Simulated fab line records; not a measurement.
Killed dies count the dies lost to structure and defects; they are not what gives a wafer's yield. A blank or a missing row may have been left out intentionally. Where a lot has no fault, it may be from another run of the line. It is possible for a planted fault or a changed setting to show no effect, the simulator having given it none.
Which of the tools did it? -- flow gf180mcu -- 12 lots, 36 wafers sampled, at 6 steps of a route of 602

## WHAT EACH GAUGE READ, for each wafer
GF_STI_THK_MEAS_24. Usual: STI_CVD_23_THK typically reads 652 nm, with standard deviation 7.4.
lot,measured,on,STI_CVD_23_THK (nm),flag
L119,day 2 04:27,film_metro-04,664 660 658,
L120,day 2 10:23,film_metro-01,652 662 652,
L121,day 2 16:38,film_metro-01,647 641 657,
L122,day 2 18:29,film_metro-01,659 650 647,
L123,day 3 02:25,film_metro-04,665 647 660,
L124,day 3 04:58,film_metro-01,654 656 651,
L135,day 5 15:04,film_metro-04,636 642 637,
L138,day 6 10:49,film_metro-04,659 644 651,
L139,day 6 14:11,film_metro-01,664 650 661,
L140,day 6 21:11,film_metro-01,639 647 646,
L142,day 7 02:14,film_metro-04,647 659 649,
L141,day 7 03:22,film_metro-03,656 653 657,

GF_LVPWELL_OVL_MEAS_07. Usual: LVPWELL_OVL typically reads -0.8 nm, with standard deviation 1.4.
lot,measured,on,LVPWELL_OVL (nm),flag
L119,day 3 23:07,overlay-01,-1.2 -0.7 -0.4,
L120,day 4 05:23,overlay-02,0.1 -0.8 -0.4,
L121,day 4 11:19,overlay-02,0.2 -0.9 -3.7,
L122,day 4 13:40,overlay-01,-0.3 -0.8 -1.4,
L123,day 4 20:22,overlay-02,-1.4 0.1 -1.8,
L124,day 4 23:07,overlay-01,0.4 -1.7 0.0,
L135,day 7 17:19,overlay-02,- - -,OFF
L138,day 8 16:43,overlay-02,-0.9 -2.3 -1.4,
L139,day 8 19:40,overlay-01,-0.5 0.3 1.1,
L140,day 9 02:01,overlay-01,-1.2 -1.3 -2.5,
L142,day 9 05:47,overlay-02,0.4 0.3 0.5,
L141,day 9 09:40,overlay-01,0.5 0.4 1.4,

GF_LVPWELL_TW_MEAS_11. Usual: LVPWELL_TW typically reads 558.4, with standard deviation 2.6.
lot,measured,on,LVPWELL_TW,flag
L119,day 3 23:32,film_metro-01,560.0 563.1 562.4,
L120,day 4 05:50,film_metro-01,560.3 562.2 557.4,
L121,day 4 11:45,film_metro-02,557.4 560.0 556.0,
L122,day 4 14:05,film_metro-01,561.5 559.7 558.9,
L123,day 4 20:48,film_metro-03,558.3 556.2 555.0,
L124,day 4 23:34,film_metro-02,557.7 562.1 558.3,
L135,day 7 17:50,film_metro-03,29.9 29.9 29.9,OFF
L138,day 8 17:09,film_metro-02,556.5 555.3 556.8,
L139,day 8 20:07,film_metro-01,560.7 556.7 559.5,
L140,day 9 02:26,film_metro-02,557.6 556.7 557.9,
L142,day 9 06:13,film_metro-01,562.5 565.9 561.9,
L141,day 9 10:06,film_metro-03,557.8 560.6 558.8,

## WHAT TOOL EACH LOT RAN ON (gives the tool, then ch and the chambers of the sampled wafers, and finally the start)
lot,GF_STI_ETCH_14,GF_LVPWELL_EXPOSE_04,GF_LVPWELL_STRIP_10
L119,"rie_si-02 ch 0,2, day 2 02:40","iline_stepper-02 ch 0, day 3 16:59","plasma_asher-01 ch 0,1, day 3 23:26"
L120,"rie_si-02 ch 0,3, day 2 06:47","iline_stepper-02 ch 0, day 3 22:44","plasma_asher-01 ch 0,1, day 4 05:43"
L121,"rie_si-01 ch 0,1, day 2 12:11","iline_stepper-02 ch 0, day 4 05:09","plasma_asher-03 ch 0,1, day 4 11:40"
L122,"rie_si-01 ch 1,2,3, day 2 16:40","iline_stepper-02 ch 0, day 4 07:15","plasma_asher-04 ch 0,1, day 4 13:59"
L123,"rie_si-01 ch 1,2,3, day 3 00:38","iline_stepper-02 ch 0, day 4 14:02","plasma_asher-01 ch 0,1, day 4 20:42"
L124,"rie_si-02 ch 1,2,3, day 3 02:56","iline_stepper-02 ch 0, day 4 17:13","plasma_asher-04 ch 0, day 4 23:27"
L135,"rie_si-02 ch 0,2, day 5 12:43","iline_stepper-02 ch 0, day 7 09:41","plasma_asher-03 ch 0,1, day 7 17:43"
L138,"rie_si-02 ch 0,1,3, day 6 03:17","iline_stepper-02 ch 0, day 8 08:26","plasma_asher-01 ch 1, day 8 17:02"
L139,"rie_si-01 ch 1,2,3, day 6 09:50","iline_stepper-02 ch 0, day 8 11:01","plasma_asher-01 ch 0,1, day 8 20:02"
L140,"rie_si-01 ch 0,2,3, day 6 16:25","iline_stepper-02 ch 0, day 8 17:11","plasma_asher-03 ch 0,1, day 9 02:20"
L142,"rie_si-01 ch 1,2,3, day 7 00:05","iline_stepper-02 ch 0, day 8 21:08","plasma_asher-04 ch 0, day 9 06:07"
L141,"rie_si-02 ch 0,1, day 7 00:56","iline_stepper-02 ch 0, day 9 01:16","plasma_asher-01 ch 1, day 9 09:59"
- GF_STI_ETCH_14: etches Si in HBr/Cl2/O2, target depth 360 nm, time 102.9 s.
- GF_LVPWELL_EXPOSE_04: exposes mask LVPWELL, target cd 600 nm.
- GF_LVPWELL_STRIP_10: strips in O2/N2.

## AS READ BY THE TOOLS THEMSELVES (means over the sampled wafers that have a number; for cases with no such wafer, the mark the record gives instead)
GF_STI_ETCH_14. Usual: drypump_motor_current_A 5.9 A, standard deviation 0.51; oes_product_au 0.993 a.u., standard deviation 0.012; throttle_valve_pct 25.662 %, standard deviation 0.011.
lot,tool,drypump_motor_current_A (A),oes_product_au (a.u.),throttle_valve_pct (%),flag
L119,rie_si-02,6.0,1.005,25.645,
L120,rie_si-02,5.9,1.005,25.656,
L121,rie_si-01,5.7,0.991,25.662,
L122,rie_si-01,6.2,0.986,25.657,
L123,rie_si-01,6.2,0.997,25.666,
L124,rie_si-02,6.3,0.983,25.671,
L135,rie_si-02,5.9,1.013,25.650,
L138,rie_si-02,6.2,0.990,25.652,
L139,rie_si-01,6.2,0.990,25.669,
L140,rie_si-01,5.8,0.996,25.658,
L142,rie_si-01,6.2,0.987,25.668,
L141,rie_si-02,6.5,0.998,25.660,

GF_LVPWELL_STRIP_10. Usual: drypump_motor_current_A 5.9 A, standard deviation 0.41; heater_power_w 352 W, standard deviation 61; oes_product_au 0.723 a.u., standard deviation 0.0048; platen_temp_c 249.99 C, standard deviation 0.2; strip_time_to_endpoint_s 36.97 s, standard deviation 0.1.
lot,tool,drypump_motor_current_A (A),heater_power_w (W),oes_product_au (a.u.),platen_temp_c (C),strip_time_to_endpoint_s (s),flag
L119,plasma_asher-01,5.5,405,0.720,250.06,36.98,
L120,plasma_asher-01,5.5,403,0.718,249.86,36.83,
L121,plasma_asher-03,5.8,359,0.722,250.07,36.97,
L122,plasma_asher-04,6.3,300,0.723,249.87,36.99,
L123,plasma_asher-01,5.6,357,0.727,250.00,36.97,
L124,plasma_asher-04,6.7,336,0.721,249.81,36.84,
L135,plasma_asher-03,5.9,352,0.723,250.09,37.10,
L138,plasma_asher-01,5.4,450,0.725,250.01,36.96,
L139,plasma_asher-01,5.6,356,0.728,249.99,36.96,
L140,plasma_asher-03,5.9,352,0.724,249.89,37.01,
L142,plasma_asher-04,6.7,335,0.723,249.76,36.98,
L141,plasma_asher-01,5.4,456,0.725,249.96,37.06,

## THE ANSWER, worked out from the rows above alone
Rule: a lot counts as off when the mean over its wafers that have a number is more than 3 standard deviations away from the usual mean. Also off: a lot with no number at a reading for which 4 or more lots have one. Any other lot the step has rows for is counted as sound. First the gauges in route order, then the tools' own readings, where a lot's mean is used as printed above. At the first step where some lot is off, the reading lying furthest off is the one used; lots without a number count as furthest.
Off: L135, seen at GF_LVPWELL_OVL_MEAS_07 (LVPWELL_OVL). Without a number there: L135.
A tool fits if, at a process step before that reading, it ran every lot that is off, and no sound lot after the first of them. The gauges at GF_LVPWELL_OVL_MEAS_07 aren't tried: what is off there is off at GF_LVPWELL_TW_MEAS_11 too, on other tools, and a gauge's error can't cause that. Of those tried, none fits.

## WHAT THE SIMULATOR HAD PUT IN
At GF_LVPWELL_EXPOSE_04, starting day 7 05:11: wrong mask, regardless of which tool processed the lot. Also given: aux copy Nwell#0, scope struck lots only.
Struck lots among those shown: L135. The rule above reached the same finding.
